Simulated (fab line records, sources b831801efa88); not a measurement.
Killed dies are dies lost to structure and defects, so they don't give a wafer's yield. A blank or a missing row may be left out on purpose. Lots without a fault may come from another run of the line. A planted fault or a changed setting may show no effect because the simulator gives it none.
Problem report in the 8D (eight disciplines) form, filled by code | flow sfq_line | the parts of the form that need people (team, actions taken, sign-off) are left out

1. THE PROBLEM
oes_product_au at SFQ_TRILAYER_M6_BARC_OPEN_METAL_ETCH_206 reads a mean of 0.739 a.u. on 4 wafers of 2 lots; wafers without a fault read 0.685 a.u. with a standard deviation of 0.0052. That is +10 standard deviations from the usual mean.
The step: etches BARC in O2, target depth 125 nm, time 41.7 s.
First seen on wafer L774.6, day 80 04:19, on rie_metal-04. The record holds 42 wafers of 14 lots with a number at this step. Rule for "out", or "out of limits": more than 4 standard deviations from the usual mean. The other wafers with a number count as sound.

2. WHAT IT IS AND WHAT IT IS NOT
question                    | is                             | is not
which readings at this step | oes_product_au, run_length_s   | drypump_motor_current_A
which lots                  | L774, L776                     | L766, L767, L768, L769, L775, L780, L782, L783, L784, L785, L786, L788
which wafers of those lots  | L774.6, L776.1, L776.3, L776.6 | L774.3, L774.5
read on which tools         | rie_metal-04                   | rie_metal-01, rie_metal-03
when                        | from day 80 04:19              | up to then (14 sound wafers); but 24 sound wafers of L775, L780, L782, L783, L784, L785, L786, L788 came after

3. SUSPECTS, AND WHAT RULES EACH OUT
Counting: a tool at a process step up to the reading stays a suspect if it ran every lot that is out. Sound lots after the first of them don't rule it out here, since some wafers of a struck lot are sound.
- rie_metal-04 at SFQ_TRILAYER_M6_BARC_OPEN_METAL_ETCH_206 (etches BARC in O2, target depth 125 nm, time 41.7 s): kept. It ran every lot that is out, first L774 (day 80 04:19); its last sound lot up to then is L767 (day 66 09:35). Its own readings are out on those wafers: oes_product_au, run_length_s.
- Within rie_metal-04 at SFQ_TRILAYER_M6_BARC_OPEN_METAL_ETCH_206: the wafers that are out ran in chamber 1; their sound lot-mates ran in chamber 0.
Left after counting: rie_metal-04 at SFQ_TRILAYER_M6_BARC_OPEN_METAL_ETCH_206.

4. THE CAUSE (what the simulator had put in)
Process parameter drift: rie_metal-04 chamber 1, from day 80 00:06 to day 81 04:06, at SFQ_TRILAYER_M6_BARC_OPEN_METAL_ETCH_206. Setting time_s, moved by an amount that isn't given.
Counting left only this tool.

5. THE CHAIN OF EFFECTS, in route order
Each row: a reading whose mean over the struck wafers that have a number lies more than 3 standard deviations from the usual. Only readings for which the record gives a usual standard deviation are gone through. hours: the time from each lot's start at the first step in this table that gives one to its start at this step, as a median over the lots. sigmas: the change in usual standard deviations.
hours | step                                     | reading        | usual      | on struck wafers | change | sigmas
0     | SFQ_TRILAYER_M6_BARC_OPEN_METAL_ETCH_206 | oes_product_au | 0.685 a.u. | 0.739            | +0.054 | +10
0     | SFQ_TRILAYER_M6_BARC_OPEN_METAL_ETCH_206 | run_length_s   | 70.3 s     | 66.0             | -4.3   | -4.5
The process steps in it:
- SFQ_TRILAYER_M6_BARC_OPEN_METAL_ETCH_206: etches BARC in O2, target depth 125 nm, time 41.7 s.
Later measuring or inspecting steps at which every struck wafer that the step has a row for has a number for every such reading, and none has moved that far: SFQ_M7_OVL_MEAS_945.

6. WHAT WOULD HAVE CAUGHT IT SOONER
In this record the first reading out of limits was taken at day 80 04:19, 4 hours after the fault began at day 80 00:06.
